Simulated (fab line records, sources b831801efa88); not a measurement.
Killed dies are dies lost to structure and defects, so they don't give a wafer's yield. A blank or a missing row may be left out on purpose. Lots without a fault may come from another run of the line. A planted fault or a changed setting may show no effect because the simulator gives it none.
A struck lot beside a sound one | flow sky130 | 15 steps out of a route of 708
Sound: wafers L636.1, L636.3, L636.6. Struck: wafer L644.2. (L644.1, L644.5 of the same lot were not struck and are left out.) The cause comes at the end.
At each step with rows: each side's tool, then ch and its chambers, then its first start. Under that, the readings that differ: sound wafers | struck wafers | difference of the means | sigmas: that difference in standard deviations of wafers without a fault.
alike: readings whose means differ by less than 2 such deviations, and words and numbers that are the same on both sides. not compared: withheld readings, readings that some wafer has no value for, bounds like >300 that may hide the same value, and numbers for which the record gives no deviation and whose values overlap.
The two part at a step that has a row with sigmas, a row that says differs or no value, or rows on one side only. Numbers that don't overlap but have no deviation are shown without sigmas and don't part them. A reading that every wafer of one side lacks parts them only if that side has two wafers or more.

first, 8 steps without rows for these wafers: SKY_METAL3_DEHYDRATE_05 (time 60 s); SKY_METAL3_HMDS_06 (prime time 60 s); SKY_METAL3_COAT_07 (resist thk 60 nm); SKY_METAL3_COAT_08 (resist thk 1140 nm); SKY_METAL3_SOFTBAKE_09 (time 90 s); SKY_METAL3_EXPOSE_10 (exposes mask MM3, target cd 300 nm); SKY_METAL3_PEB_11; SKY_METAL3_DEVELOP_12 (develop time 57.97 s).
SKY_METAL3_CD_MEAS_13: target cd 300 nm.
  sound on cd_sem-02, day 39 23:46; struck on cd_sem-01, day 41 17:14
  alike: cd_nm
SKY_METAL3_OVL_MEAS_14:
  sound on overlay-01, day 39 23:53; struck on overlay-01, day 41 17:21
  alike: METAL3_OVL
SKY_METAL3_DESCUM_15: chemistry O2, time 8 s.
  sound on rie_metal-04 ch 0,1, day 39 23:55; struck on rie_metal-01 ch 0, day 41 17:23
  reading               | sound             | struck | difference | sigmas
  oes_product_au (a.u.) | 0.996 0.995 1.000 | 1.019  | +0.022     | +2
  alike: drypump_motor_current_A
  not compared: rf_hours_counter_h
SKY_METAL3_ETCH_16: etches BARC in N2/H2, stops on SiO2, time 88.2 s, target depth 60 nm.
  sound on rie_metal-04 ch 0,1, day 39 23:56; struck on rie_metal-01 ch 0, day 41 17:25
  reading               | sound             | struck | difference | sigmas
  n2_flow_sccm (sccm)   | 99.7 99.3 99.4    | 100.7  | +1.2       | +4
  oes_product_au (a.u.) | 0.629 0.626 0.638 | 0.618  | -0.013     | -3
  alike: bias_w, drypump_motor_current_A, h2_flow_sccm, throttle_valve_pct
  not compared: rf_hours_counter_h
SKY_METAL3_ETCH_17: etches SiO2 in C4F8/O2/Ar, stops on TiN, time 3.9 s, target depth 15 nm.
  sound on rie_diel-03 ch 1,3, day 40 00:02; struck on rie_diel-01 ch 1, day 41 17:31
  reading    | sound          | struck | difference | sigmas
  bias_w (W) | 1198 1197 1200 | 1163   | -35        | -11
  alike: oes_product_au
  not compared: rf_hours_counter_h
SKY_METAL3_METAL_ETCH_18: etches the open film in Cl2/BCl3, stops on SiO2, target depth 845 nm, time 183.1 s.
  sound on rie_metal-03 ch 0,1, day 40 00:04; struck on rie_metal-03 ch 0, day 41 17:32
  alike: bias_w, drypump_motor_current_A, oes_product_au, throttle_valve_pct
  not compared: rf_hours_counter_h
SKY_PAD_OPEN_PROBE_99:
  the record has rows for the sound wafers here (prober-01, day 47 02:31) and none for the struck ones

WHERE THEY PART
First at SKY_METAL3_DESCUM_15; last, within this record, at SKY_PAD_OPEN_PROBE_99.

WHY: what the simulator had put in
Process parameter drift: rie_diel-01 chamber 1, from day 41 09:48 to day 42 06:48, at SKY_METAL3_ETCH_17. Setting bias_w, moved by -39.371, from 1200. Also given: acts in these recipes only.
